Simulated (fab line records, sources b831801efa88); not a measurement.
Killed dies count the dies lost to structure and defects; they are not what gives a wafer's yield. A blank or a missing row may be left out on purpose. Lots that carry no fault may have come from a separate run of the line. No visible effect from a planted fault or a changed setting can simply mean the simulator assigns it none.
What tool caused it? :: flow gf180mcu :: route of 602 steps, sampled at 1 step: 13 lots, 39 wafers

== WHAT THE GAUGES SHOWED, per wafer ==
GF_PSD_CD_MEAS_07: the cd target is 400 nm.
lot: L368
measured: day 15 06:49
on: cd_sem-01
cd_nm (nm): 395.4 397.5 397.0

lot: L370
measured: day 15 16:17
on: cd_sem-01
cd_nm (nm): 400.0 400.7 403.6

lot: L371
measured: day 15 18:53
on: cd_sem-01
cd_nm (nm): 399.5 399.6 399.2

lot: L373
measured: day 16 07:08
on: cd_sem-01
cd_nm (nm): 400.5 398.9 399.2

lot: L372
measured: day 16 10:14
on: cd_sem-02
cd_nm (nm): 397.1 398.7 399.5

lot: L375
measured: day 16 23:44
on: cd_sem-02
cd_nm (nm): 401.2 403.8 402.0

lot: L374
measured: day 17 08:51
on: cd_sem-01
cd_nm (nm): 401.7 402.5 407.0

lot: L378
measured: day 18 00:43
on: cd_sem-01
cd_nm (nm): 399.3 401.0 400.4

lot: L379
measured: day 18 08:41
on: cd_sem-02
cd_nm (nm): 400.9 400.1 401.9

lot: L383
measured: day 19 18:37
on: cd_sem-02
cd_nm (nm): 402.2 400.9 398.3

lot: L388
measured: day 21 09:40
on: cd_sem-02
cd_nm (nm): 402.2 402.4 402.3

lot: L389
measured: day 21 17:13
on: cd_sem-02
cd_nm (nm): 406.3 405.6 403.7

lot: L390
measured: day 21 22:57
on: cd_sem-02
cd_nm (nm): 401.2 397.0 400.6

== WHAT TOOL EACH LOT RAN ON (gives the tool, then ch and the chambers of the sampled wafers, and finally the start) ==
Record: no process step prior to these readings.

== WHAT THE TOOLS THEMSELVES READ (means of the sampled wafers that have a number; where no wafer has one, the mark that the record gives instead) ==
The record holds no such reading with a usual standard deviation.

== THE ANSWER, worked out from the rows above alone ==
Rule: what is usual is taken from the lots themselves. The widest of any qualifying gaps counts: lots, ordered by their means at a reading, are off when they make up no more than a third of the lots, leave a main group of 4 or more, and stand apart from it by 3 or more times the standard deviation of that group's means. The tables above print the reading to a certain number of digits; a main group whose means all agree to those digits is not used. Also off: a lot with no number at a reading for which 4 or more lots have one. All remaining lots with rows at the step are treated as sound. The gauges are gone through in route order, then the tools' own readings, and for those a lot's mean is taken as printed above. The first step at which some lot is off is used, and at that step the reading that is off furthest; a lot without a number counts as furthest.
No lot is off at any reading shown: from this, nothing can be told.

== WHAT THE SIMULATOR HAD PUT IN ==
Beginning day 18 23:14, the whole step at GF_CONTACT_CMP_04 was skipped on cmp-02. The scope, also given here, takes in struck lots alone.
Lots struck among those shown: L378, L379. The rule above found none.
